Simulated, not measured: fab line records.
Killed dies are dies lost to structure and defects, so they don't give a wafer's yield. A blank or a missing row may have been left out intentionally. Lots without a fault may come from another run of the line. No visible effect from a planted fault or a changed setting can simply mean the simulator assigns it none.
fab line records + flow sky130
[record]
- lots = 6
- wafers = 18
- last_day = 50
route steps=708 shown METAL1@440
lots untouched by any fault: they come from a run of this same line in which no faults occurred
start_h: hours from the record's first day to the start of the lot's first wafer shown + wait_h: time in hours since the lot's previous step + " unchanged from the row above + L1.1+2: several wafers, shown together as one row + - no value present, or no start provided + * or withheld: withheld + < > ~ a bound
route shown NAME@n: NAME is a module with steps in the file, n the number in the route of the first one + usual: average and standard deviation across the fault-free wafers + same: alike in all rows + chamber/n: place in a boat + sites: per-site readings + _std_site: standard deviation of those values + _edge_site: the outer-site mean with the inner-site mean subtracted + radius_mm: how far each site lies from the wafer's centre + mask NAME#n: copy n + behind: the last tool/chamber to shape the wafer + hold: the reason the lot was held/the length of the hold in hours/how it ended + device: transistor that didn't switch, given as n, p or np + end of line: tests of these same wafers at the route's end + a step given without rows: its recipe and nothing more + killed: dies that structure and defects cost at the first sort, which is not the same as the wafer's yield + map: the dies of a wafer, with x for killed, . for not killed, _ for no die there
set.NAME: the run value of the setting; set.NAME@STEP: its run value at that earlier step + model.NAME: the simulator's own value behind a step, which no gauge read
certain route steps with their lots: each step a table, each wafer a row
services: the hour from which a tool's chamber was out of use, counted from the record's first day as start_h (under 0 if before that day), plus the number of hours and why
[[steps]]
[step SKY_METAL1_THK_MEAS_06]
[recipe]
- thk_meas_gauge = xrf
- reads = AlCu_of_METAL1_SPUTTER_02
[usual]
- METAL1_ALCU_THK = 254/3.1
| lot.wafer | tool          | chamber | start_h | wait_h | METAL1_ALCU_THK[nm] |
|-----------|---------------|---------|---------|--------|---------------------|
| L587.3    | film_metro-03 | -       | 827.99  | 0.1    | 258                 |
| L587.5    | "             | -       | "       | "      | 258                 |
| L587.6    | "             | -       | "       | "      | 252                 |
| L593.3    | film_metro-02 | -       | 864.43  | 0.1    | 251                 |
| L593.4    | "             | -       | "       | "      | 252                 |
| L593.5    | "             | -       | "       | "      | 255                 |
| L594.2    | film_metro-04 | -       | 876.24  | 0.1    | 254                 |
| L594.4    | "             | -       | "       | "      | 251                 |
| L594.5    | "             | -       | "       | "      | 252                 |
| L595.3    | film_metro-03 | -       | 879.95  | 0.1    | 259                 |
| L595.4    | "             | -       | "       | "      | 260                 |
| L595.5    | "             | -       | "       | "      | 253                 |
| L600.2    | film_metro-02 | -       | 919.80  | 0.1    | 248                 |
| L600.4    | "             | -       | "       | "      | 251                 |
| L600.5    | "             | -       | "       | "      | 253                 |
| L599.1    | film_metro-02 | -       | 922.93  | 0.1    | 259                 |
| L599.2    | "             | -       | "       | "      | 255                 |
| L599.3    | "             | -       | "       | "      | 255                 |
[step SKY_METAL1_DEHYDRATE_07]
[recipe]
- temp_c = 200
- time_s = 60
[step SKY_METAL1_HMDS_08]
[recipe]
- prime_time_s = 60
- prime_temp_c = 120
[step SKY_METAL1_COAT_09]
[recipe]
- resist = BARC
- temp_c = withheld
- time_s = withheld
- spin_rpm = 3000
- resist_thk_nm = 60
[step SKY_METAL1_COAT_10]
[recipe]
- resist = KrF-thick
- spin_rpm = 3000
- resist_thk_nm = 450
[step SKY_METAL1_SOFTBAKE_11]
[recipe]
- temp_c = 100
- time_s = 90
- resist = KrF-thick
[step SKY_METAL1_EXPOSE_12]
[recipe]
- mask_id = MM1
- na = 0.8
- source_shape = annular
- sigma_inner = 0.55
- sigma_outer = 0.85
- target_cd_nm = 140
- dose_mj = 28
[step SKY_METAL1_PEB_13]
[recipe]
- peb_temp_c = withheld
- peb_time_s = withheld
- resist = KrF-thick
[step SKY_METAL1_DEVELOP_14]
[recipe]
- develop_time_s = 60
- resist = KrF-thick
- dev_temp_c = 21
[step SKY_METAL1_CD_MEAS_15]
[recipe]
- target_cd_nm = 140
[usual]
- cd_nm = 140.2/1.4
| lot.wafer | tool      | chamber | start_h | wait_h | cd_nm |
|-----------|-----------|---------|---------|--------|-------|
| L587.3    | cd_sem-01 | -       | 854.34  | -      | 140.5 |
| L587.5    | "         | -       | "       | "      | 142.3 |
| L587.6    | "         | -       | "       | "      | 142.5 |
| L593.3    | cd_sem-02 | -       | 891.01  | -      | 142.9 |
| L593.4    | "         | -       | "       | "      | 140.7 |
| L593.5    | "         | -       | "       | "      | 142.5 |
| L594.2    | cd_sem-02 | -       | 901.64  | -      | 140.3 |
| L594.4    | "         | -       | "       | "      | 141.5 |
| L594.5    | "         | -       | "       | "      | 141.0 |
| L595.3    | cd_sem-01 | -       | 904.24  | -      | 141.3 |
| L595.4    | "         | -       | "       | "      | 140.6 |
| L595.5    | "         | -       | "       | "      | 139.9 |
| L600.2    | cd_sem-02 | -       | 944.65  | -      | 140.7 |
| L600.4    | "         | -       | "       | "      | 139.9 |
| L600.5    | "         | -       | "       | "      | 140.4 |
| L599.1    | cd_sem-01 | -       | 947.42  | -      | 140.5 |
| L599.2    | "         | -       | "       | "      | 140.1 |
| L599.3    | "         | -       | "       | "      | 139.6 |
[step SKY_METAL1_OVL_MEAS_16]
[usual]
- METAL1_OVL = 0/6.2
| lot.wafer | tool       | chamber | start_h | wait_h | METAL1_OVL[nm] |
|-----------|------------|---------|---------|--------|----------------|
| L587.3    | overlay-01 | -       | 854.44  | 0.1    | 6              |
| L587.5    | "          | -       | "       | "      | 7              |
| L587.6    | "          | -       | "       | "      | -3             |
| L593.3    | overlay-01 | -       | 891.11  | 0.1    | 10             |
| L593.4    | "          | -       | "       | "      | 3              |
| L593.5    | "          | -       | "       | "      | 7              |
| L594.2    | overlay-01 | -       | 901.75  | 0.1    | -1             |
| L594.4    | "          | -       | "       | "      | -1             |
| L594.5    | "          | -       | "       | "      | -10            |
| L595.3    | overlay-01 | -       | 904.34  | 0.1    | -5             |
| L595.4    | "          | -       | "       | "      | 4              |
| L595.5    | "          | -       | "       | "      | 1              |
| L600.2    | overlay-02 | -       | 944.75  | 0.1    | -13            |
| L600.4    | "          | -       | "       | "      | -1             |
| L600.5    | "          | -       | "       | "      | -1             |
| L599.1    | overlay-01 | -       | 947.54  | 0.1    | 1              |
| L599.2    | "          | -       | "       | "      | 9              |
| L599.3    | "          | -       | "       | "      | 1              |
[step SKY_METAL1_DESCUM_17]
[recipe]
- chemistry = O2
- source_power_w = 150
- bias_power_w = 0
- pressure_mtorr = 10
- temp_c = 40
- time_s = 8
[usual]
- drypump_motor_current_A = 5.3/0.35
- oes_product_au = 1.003/0.0082
| lot.wafer | tool         | chamber | start_h | wait_h | drypump_motor_current_A | oes_product_au | rf_hours_counter_h |
|-----------|--------------|---------|---------|--------|-------------------------|----------------|--------------------|
| L587.3    | rie_metal-03 | 1       | 854.47  | 0.0    | 5.6                     | 1.010          | -                  |
| L587.5    | "            | 0       | "       | "      | 6.1                     | 1.005          | -                  |
| L587.6    | "            | 1       | "       | "      | 5.6                     | 1.006          | -                  |
| L593.3    | rie_metal-01 | 0       | 891.15  | 0.0    | 5.4                     | 1.005          | -                  |
| L593.4    | "            | 0       | "       | "      | 5.3                     | 1.009          | -                  |
| L593.5    | "            | 0       | "       | "      | 5.3                     | 1.008          | -                  |
| L594.2    | rie_metal-04 | 1       | 901.78  | 0.0    | 5.3                     | 1.006          | 7                  |
| L594.4    | "            | 0       | "       | "      | 5.3                     | 1.021          | -                  |
| L594.5    | "            | 0       | "       | "      | 5.3                     | 1.014          | -                  |
| L595.3    | rie_metal-04 | 1       | 904.37  | 0.0    | 5.3                     | 1.006          | -                  |
| L595.4    | "            | 0       | "       | "      | 5.3                     | 1.010          | -                  |
| L595.5    | "            | 1       | "       | "      | 5.3                     | 1.007          | -                  |
| L600.2    | rie_metal-01 | 1       | 944.78  | 0.0    | 4.8                     | 0.999          | 2                  |
| L600.4    | "            | 1       | "       | "      | 4.8                     | 1.002          | -                  |
| L600.5    | "            | 1       | "       | "      | 4.8                     | 0.995          | -                  |
| L599.1    | rie_metal-01 | 0       | 947.58  | 0.0    | 5.4                     | 0.994          | 13                 |
| L599.2    | "            | 1       | "       | "      | 4.8                     | 0.984          | 2                  |
| L599.3    | "            | 0       | "       | "      | 5.3                     | 1.001          | -                  |
[step SKY_METAL1_ETCH_18]
[recipe]
- chemistry = N2/H2
- target = BARC
- ion_energy_ev = 200
- bias_w = 100
- pressure_mtorr = 30
- n2_flow_sccm = 100
- h2_flow_sccm = 200
- icp_w = 500
- stop_on = SiO2
- time_s = 45.9
- target_depth_a = 600
[usual]
- bias_w = 100.01/0.27
- chamber_pressure_mTorr = 30.005/0.027
- drypump_motor_current_A = 5.3/0.35
- n2_flow_sccm = 100.0/0.32
- oes_product_au = 0.855/0.0052
- throttle_valve_pct = 13.225/0.0093
| lot.wafer | tool         | chamber | start_h | wait_h | bias_w | chamber_pressure_mTorr | drypump_motor_current_A | n2_flow_sccm | oes_product_au | rf_hours_counter_h | throttle_valve_pct | model.KrF-thick_of_METAL1_COAT_10.thk_nm |
|-----------|--------------|---------|---------|--------|--------|------------------------|-------------------------|--------------|----------------|--------------------|--------------------|------------------------------------------|
| L587.3    | rie_metal-03 | 1       | 854.51  | 0.0    | 99.98  | 30.050                 | 5.6                     | 100.3        | 0.859          | -                  | 13.217             | 392.7                                    |
| L587.5    | "            | 0       | "       | "      | 100.28 | 29.985                 | 6.1                     | 100.5        | 0.859          | -                  | 13.217             | 393                                      |
| L587.6    | "            | 1       | "       | "      | 100.01 | 30.011                 | 5.6                     | 100.0        | 0.861          | -                  | 13.222             | 392.5                                    |
| L593.3    | rie_metal-01 | 0       | 891.23  | 0.1    | -      | -                      | -                       | -            | -              | -                  | -                  | 437.2                                    |
| L593.4    | "            | 0       | "       | "      | -      | -                      | -                       | -            | -              | -                  | -                  | 436.4                                    |
| L593.5    | "            | 0       | "       | "      | -      | -                      | -                       | -            | -              | -                  | -                  | 435.5                                    |
| L594.2    | rie_metal-04 | 1       | 901.81  | 0.0    | -      | -                      | -                       | -            | -              | -                  | -                  | 434.9                                    |
| L594.4    | "            | 0       | "       | "      | -      | -                      | -                       | -            | -              | -                  | -                  | 436.5                                    |
| L594.5    | "            | 0       | "       | "      | -      | -                      | -                       | -            | -              | -                  | -                  | 435.7                                    |
| L595.3    | rie_metal-04 | 1       | 904.41  | 0.0    | 99.60  | 30.026                 | 5.3                     | 100.3        | 0.856          | -                  | 13.206             | 392.8                                    |
| L595.4    | "            | 0       | "       | "      | 100.17 | 30.008                 | 5.3                     | 99.7         | 0.857          | -                  | 13.224             | 392.7                                    |
| L595.5    | "            | 1       | "       | "      | 100.28 | 29.962                 | 5.3                     | 100.1        | 0.856          | -                  | 13.235             | 391.4                                    |
| L600.2    | rie_metal-01 | 1       | 944.81  | 0.0    | 100.03 | 30.008                 | 4.8                     | 99.8         | 0.852          | 2                  | 13.230             | 392.3                                    |
| L600.4    | "            | 1       | "       | "      | 99.50  | 30.036                 | 4.8                     | 99.2         | 0.856          | -                  | 13.214             | 392.1                                    |
| L600.5    | "            | 1       | "       | "      | 100.40 | 29.989                 | 4.8                     | 99.7         | 0.861          | -                  | 13.234             | 393.5                                    |
| L599.1    | rie_metal-01 | 0       | 947.61  | 0.0    | 99.86  | 29.939                 | 5.4                     | 99.7         | 0.848          | 13                 | 13.240             | 391.5                                    |
| L599.2    | "            | 1       | "       | "      | 99.87  | 30.028                 | 4.8                     | 100.1        | 0.849          | 2                  | 13.221             | 392.5                                    |
| L599.3    | "            | 0       | "       | "      | 100.24 | 29.974                 | 5.4                     | 99.9         | 0.863          | -                  | 13.218             | 390.1                                    |
[step SKY_METAL1_METAL_ETCH_19]
[recipe]
- target_depth_a = 3600
- stop_on = SiO2
- over_etch_frac = 0.3
- time_s = 78
- chemistry = Cl2/BCl3
- resist_sidewall_deg = 88
- pressure_mtorr = 10
- icp_w = 900
- bias_w = 48.5
- Cl2_flow_sccm = 60
- bcl3_flow_sccm = 30
[usual]
- bcl3_flow_sccm = 29.99/0.088
- bias_w = 48.49/0.14
- drypump_motor_current_A = 5.3/0.34
- oes_product_au = 0.855/0.006
- throttle_valve_pct = 22.264/0.0095
| lot.wafer | tool         | chamber | start_h | wait_h | bcl3_flow_sccm | bias_w | drypump_motor_current_A | oes_product_au | rf_hours_counter_h | throttle_valve_pct | model.KrF-thick_of_METAL1_COAT_10.thk_nm |
|-----------|--------------|---------|---------|--------|----------------|--------|-------------------------|----------------|--------------------|--------------------|------------------------------------------|
| L587.3    | rie_metal-03 | 1       | 854.58  | 0.1    | 30.07          | 48.33  | 5.6                     | 0.860          | -                  | 22.271             | 152.3                                    |
| L587.5    | "            | 0       | "       | "      | 30.11          | 48.76  | 6.1                     | 0.859          | -                  | 22.260             | 157.5                                    |
| L587.6    | "            | 1       | "       | "      | 30.19          | 48.71  | 5.6                     | 0.852          | -                  | 22.272             | 151.6                                    |
| L593.3    | rie_metal-01 | 0       | 891.38  | 0.1    | 30.02          | 48.54  | 5.3                     | 0.372          | -                  | 22.264             | 204.6                                    |
| L593.4    | "            | 0       | "       | "      | 30.01          | 48.52  | 5.3                     | 0.377          | -                  | 22.255             | 203.9                                    |
| L593.5    | "            | 0       | "       | "      | 30.01          | 48.52  | 5.3                     | 0.366          | -                  | 22.258             | 203.3                                    |
| L594.2    | rie_metal-04 | 1       | 901.88  | 0.0    | 29.91          | 48.52  | 5.3                     | 0.372          | 7                  | 22.255             | 202.5                                    |
| L594.4    | "            | 0       | "       | "      | 29.95          | 48.32  | 5.3                     | 0.376          | -                  | 22.261             | 202.6                                    |
| L594.5    | "            | 0       | "       | "      | 29.86          | 48.54  | 5.2                     | 0.385          | -                  | 22.273             | 202.6                                    |
| L595.3    | rie_metal-04 | 1       | 904.48  | 0.1    | 29.93          | 48.57  | 5.3                     | 0.851          | -                  | 22.268             | 161.6                                    |
| L595.4    | "            | 0       | "       | "      | 29.97          | 48.47  | 5.3                     | 0.862          | -                  | 22.255             | 155.6                                    |
| L595.5    | "            | 1       | "       | "      | 29.98          | 48.43  | 5.3                     | 0.849          | -                  | 22.266             | 159.6                                    |
| L600.2    | rie_metal-01 | 1       | 944.88  | 0.0    | 30.10          | 48.32  | 4.8                     | 0.843          | 2                  | 22.271             | 156.8                                    |
| L600.4    | "            | 1       | "       | "      | 30.18          | 48.36  | 4.8                     | 0.854          | -                  | 22.236             | 159.2                                    |
| L600.5    | "            | 1       | "       | "      | 30.09          | 48.33  | 4.9                     | 0.853          | -                  | 22.267             | 159                                      |
| L599.1    | rie_metal-01 | 0       | 947.67  | 0.0    | 30.02          | 48.63  | 5.3                     | 0.856          | 13                 | 22.283             | 155.4                                    |
| L599.2    | "            | 1       | "       | "      | 29.97          | 48.54  | 4.8                     | 0.851          | 2                  | 22.264             | 159.3                                    |
| L599.3    | "            | 0       | "       | "      | 30.09          | 48.60  | 5.3                     | 0.847          | -                  | 22.274             | 154.3                                    |
[step SKY_METAL1_STRIP_20]
[recipe]
- chemistry = O2/N2
- power_w = 1400
- pressure_mtorr = 1500
- platen_temp_c = withheld
- o2_flow_sccm = 3000
- n2_flow_sccm = 300
- overash_fraction = 0.5
[usual]
- drypump_motor_current_A = 5.9/0.48
- n2_flow_sccm = 299.9/0.93
- oes_product_au = 0.342/0.0048
- strip_time_to_endpoint_s = 2.68/0.039
| lot.wafer | tool            | chamber | start_h | wait_h | drypump_motor_current_A | n2_flow_sccm | oes_product_au | rf_hours_counter_h | strip_time_to_endpoint_s |
|-----------|-----------------|---------|---------|--------|-------------------------|--------------|----------------|--------------------|--------------------------|
| L587.3    | plasma_asher-03 | 0       | 854.68  | 0.1    | 5.9                     | 299.8        | 0.340          | -                  | 2.62                     |
| L587.5    | "               | 1       | "       | "      | 6.2                     | 301.3        | 0.340          | -                  | 2.68                     |
| L587.6    | "               | 0       | "       | "      | 5.9                     | 299.8        | 0.336          | -                  | 2.61                     |
| L593.3    | plasma_asher-01 | 1       | 891.53  | 0.1    | 5.8                     | 299.3        | 0.364          | -                  | 3.20                     |
| L593.4    | "               | 0       | "       | "      | 6.6                     | 298.8        | 0.359          | -                  | 3.17                     |
| L593.5    | "               | 0       | "       | "      | 6.6                     | 300.2        | 0.369          | -                  | 3.18                     |
| L594.2    | plasma_asher-03 | 1       | 901.97  | 0.1    | 6.2                     | 299.0        | 0.352          | 47                 | 3.20                     |
| L594.4    | "               | 1       | "       | "      | 6.2                     | 300.8        | 0.368          | -                  | 3.17                     |
| L594.5    | "               | 0       | "       | "      | 6.0                     | 300.2        | 0.360          | -                  | 3.18                     |
| L595.3    | plasma_asher-01 | 1       | 904.58  | 0.1    | 5.8                     | 298.6        | 0.335          | -                  | 2.74                     |
| L595.4    | "               | 0       | "       | "      | 6.7                     | 299.4        | 0.339          | -                  | 2.67                     |
| L595.5    | "               | 0       | "       | "      | 6.6                     | 300.3        | 0.345          | -                  | 2.71                     |
| L600.2    | plasma_asher-02 | 1       | 944.97  | 0.1    | 6.1                     | 300.0        | 0.343          | 112                | 2.68                     |
| L600.4    | "               | 0       | "       | "      | 5.0                     | 299.1        | 0.345          | -                  | 2.69                     |
| L600.5    | "               | 0       | "       | "      | 5.0                     | 299.2        | 0.342          | -                  | 2.71                     |
| L599.1    | plasma_asher-03 | 0       | 947.76  | 0.1    | 5.9                     | 300.0        | 0.343          | 52                 | 2.65                     |
| L599.2    | "               | 1       | "       | "      | 6.2                     | 301.3        | 0.338          | 52                 | 2.70                     |
| L599.3    | "               | 0       | "       | "      | 5.9                     | 299.6        | 0.340          | -                  | 2.64                     |
[step SKY_METAL1_STRIP_21]
[recipe]
- chemistry = post_etch_residue_remover
- time_s = 1200
- temp_c = 72.5
[[services]]
| tool            | chamber | start_h | hours | kind           |
|-----------------|---------|---------|-------|----------------|
| rie_metal-01    | 0       | 840.21  | 6.9   | repair         |
| rie_metal-01    | -       | 862.55  | 14.6  | pm             |
| plasma_asher-02 | -       | 874.67  | 2.9   | repair         |
| rie_metal-01    | 1       | 877.15  | -     | clean          |
| rie_metal-01    | 1       | 877.15  | 22.3  | scheduled_down |
| rie_metal-01    | 1       | 877.15  | 22.3  | vent_cycle     |
[[key]]
[first_sign]
- step = SKY_METAL1_ETCH_18
- reading = tool_record
- direction = missing
[effect]
- step = SKY_METAL1_METAL_ETCH_19
- reading = oes_product_au
- direction = down
- sigmas = 80
- usual = 0.855
- struck = 0.374
[effect]
- step = SKY_METAL1_STRIP_20
- reading = strip_time_to_endpoint_s
- direction = up
- sigmas = 13
- usual = *
- struck = *
[model_effect]
- step = SKY_METAL1_ETCH_18
- value = KrF-thick_of_METAL1_COAT_10.thk_nm
- without = 392.7
- struck = 436.1
[model_effect]
- step = SKY_METAL1_METAL_ETCH_19
- value = KrF-thick_of_METAL1_COAT_10.thk_nm
- without = 159.9
- struck = 203.2
met_at SKY_METAL1_ETCH_18
struck_wafers L593.3,L593.4,L593.5,L594.2,L594.4,L594.5
later_rows_left_out L593.3,L593.4,L593.5,L594.2,L594.4,L594.5
sort_left_out L593.3,L593.4,L593.5,L594.2,L594.4,L594.5
[fault]
- kind = skipped_step_whole
- tool = rie_metal-01,rie_metal-04
- chamber = -
- onset_h = 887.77
- steps = SKY_METAL1_ETCH_18
- scope = struck_lots_only
// sort_left_out: the simulated sort isn't trusted on such a fault, so these wafers' sort isn't shown, and their yield isn't known
// later_rows_left_out: the simulator's readings of these wafers behind a module that went badly wrong aren't trusted and aren't shown, but for the sort
